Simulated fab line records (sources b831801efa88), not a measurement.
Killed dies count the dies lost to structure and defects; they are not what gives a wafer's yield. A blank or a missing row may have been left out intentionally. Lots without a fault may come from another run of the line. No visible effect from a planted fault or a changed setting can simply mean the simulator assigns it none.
Which tool did it? || flow gf180mcu || 12 lots (36 wafers sampled), 1 step of a 602-step route

== WHAT EACH GAUGE READ, for each wafer ==
GF_M5_CD_MEAS_07 targets a cd of 280 nm.
{"lot": "L260", "measured": "day 26 02:47", "on": "cdSem-01", "cdNm (nm)": "277.8 277.8 279.3"}
{"lot": "L261", "measured": "day 26 11:45", "on": "cdSem-02", "cdNm (nm)": "279.8 279.4 279.5"}
{"lot": "L267", "measured": "day 28 13:33", "on": "cdSem-01", "cdNm (nm)": "281.0 280.0 280.4"}
{"lot": "L268", "measured": "day 28 22:26", "on": "cdSem-02", "cdNm (nm)": "280.0 279.9 281.1"}
{"lot": "L271", "measured": "day 29 14:17", "on": "cdSem-01", "cdNm (nm)": "279.6 279.3 278.2"}
{"lot": "L272", "measured": "day 29 23:06", "on": "cdSem-01", "cdNm (nm)": "279.2 278.9 278.7"}
{"lot": "L275", "measured": "day 30 21:06", "on": "cdSem-01", "cdNm (nm)": "279.3 279.7 280.3"}
{"lot": "L279", "measured": "day 31 18:12", "on": "cdSem-02", "cdNm (nm)": "279.6 281.1 280.6"}
{"lot": "L280", "measured": "day 32 01:30", "on": "cdSem-02", "cdNm (nm)": "280.5 281.0 281.6"}
{"lot": "L281", "measured": "day 32 07:33", "on": "cdSem-02", "cdNm (nm)": "279.3 279.5 279.3"}
{"lot": "L282", "measured": "day 32 11:14", "on": "cdSem-01", "cdNm (nm)": "282.3 282.0 281.5"}
{"lot": "L283", "measured": "day 32 20:45", "on": "cdSem-01", "cdNm (nm)": "279.9 280.4 279.4"}

== TOOL THAT RAN EACH LOT (tool first, then ch and the chambers of the sampled wafers, then the start) ==
The record holds no process step before these readings.

== AS READ BY THE TOOLS THEMSELVES (means over the sampled wafers that have a number; for cases with no such wafer, the mark the record gives instead) ==
The record holds no such reading with a usual standard deviation.

== THE ANSWER, worked out from the rows above alone ==
Rule: usual is defined by the lots themselves. Put in order of their means at a reading, lots are off if they are a third of the lots or fewer, leave a main group of 4 or more, and stand apart from it by a gap of 3 or more times the standard deviation of the main group's means; of several such gaps the widest counts. If all means in a main group match to the digits the tables above print for the reading, that group is not used. A lot without any number at a reading at which 4 lots or more have one is off too. All remaining lots with rows at the step are treated as sound. Order of review: gauges by route order, followed by the tools' own readings, for which a lot's mean as printed above is used. At the first step where some lot is off, the reading lying furthest off is the one used; lots without a number count as furthest.
None of the lots is off at any reading shown; this tells nothing.

== WHAT HAD BEEN PUT IN BY THE SIMULATOR ==
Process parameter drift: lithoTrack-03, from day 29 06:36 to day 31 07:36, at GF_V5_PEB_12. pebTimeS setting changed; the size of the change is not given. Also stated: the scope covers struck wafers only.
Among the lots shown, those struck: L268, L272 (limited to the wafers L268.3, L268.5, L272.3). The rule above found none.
